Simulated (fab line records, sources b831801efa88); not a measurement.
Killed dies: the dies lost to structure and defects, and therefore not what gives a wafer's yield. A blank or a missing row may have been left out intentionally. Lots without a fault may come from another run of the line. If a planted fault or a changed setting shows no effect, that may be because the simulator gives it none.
What tool caused it? ; flow gf180mcu ; 18 wafers from 6 lots sampled at 3 of the route's 602 steps

== WHAT THE GAUGES READ, wafer by wafer ==
GF_V5_THK_MEAS_01.
lot;measured;on;V5_CVD_00_THK (nm)
L462;day 27 04:04;filmMetro-02;301 305 299
L464;day 27 18:08;filmMetro-02;297 297 300
L467;day 28 14:46;filmMetro-04;296 295 295
L473;day 30 12:10;filmMetro-01;240 246 243
L476;day 31 07:07;filmMetro-01;294 292 295
L481;day 32 12:52;filmMetro-02;298 301 298

== WHAT TOOL EACH LOT RAN ON (gives the tool, then ch and the chambers of the sampled wafers, and finally the start) ==
lot;GF_MIM_SPUTTER_03;GF_V5_CVD_00
L462;pvdSputter-02, day 25 08:08;hdpcvd-02 ch 0,1, day 27 04:01
L464;pvdSputter-04, day 25 22:47;hdpcvd-02 ch 1,2, day 27 18:05
L467;pvdSputter-04, day 26 21:18;hdpcvd-01 ch 0,1,2, day 28 14:43
L473;pvdSputter-01, day 28 20:31;hdpcvd-02 ch 0,1, day 30 12:07
L476;pvdSputter-02, day 29 16:11;hdpcvd-01 ch 1,2, day 31 07:04
L481;pvdSputter-02, day 31 00:14;hdpcvd-01 ch 1,2, day 32 12:47
- GF_MIM_SPUTTER_03: material Ti, target thk 10 nm, time 6.7 s.
- GF_V5_CVD_00: deposits SiO2, target thk 300 nm, time 50 s.

== THE ANSWER, worked out from the rows above alone ==
Rule: usual is defined by the lots themselves. The widest of any qualifying gaps counts: lots, ordered by their means at a reading, are off when they make up no more than a third of the lots, leave a main group of 4 or more, and stand apart from it by 3 or more times the standard deviation of that group's means. A main group is skipped when, at the precision printed for the reading in the tables above, its means are all equal. A lot without any number at a reading at which 4 lots or more have one is off too. The other lots that the step has rows for count as sound.
Off: L473, at GF_V5_THK_MEAS_01 (V5_CVD_00_THK). The main group has a mean of 298 nm with a standard deviation of 2.8.
A tool fits if, at a process step before that reading, it ran every lot that is off, and no sound lot after the first of them. Those tools and the gauges at GF_V5_THK_MEAS_01 are tried in the same way. This does not decide it: 2 tools fit, namely pvdSputter-01 at GF_MIM_SPUTTER_03 and hdpcvd-02 at GF_V5_CVD_00.

== WHAT THE SIMULATOR HAD INSERTED ==
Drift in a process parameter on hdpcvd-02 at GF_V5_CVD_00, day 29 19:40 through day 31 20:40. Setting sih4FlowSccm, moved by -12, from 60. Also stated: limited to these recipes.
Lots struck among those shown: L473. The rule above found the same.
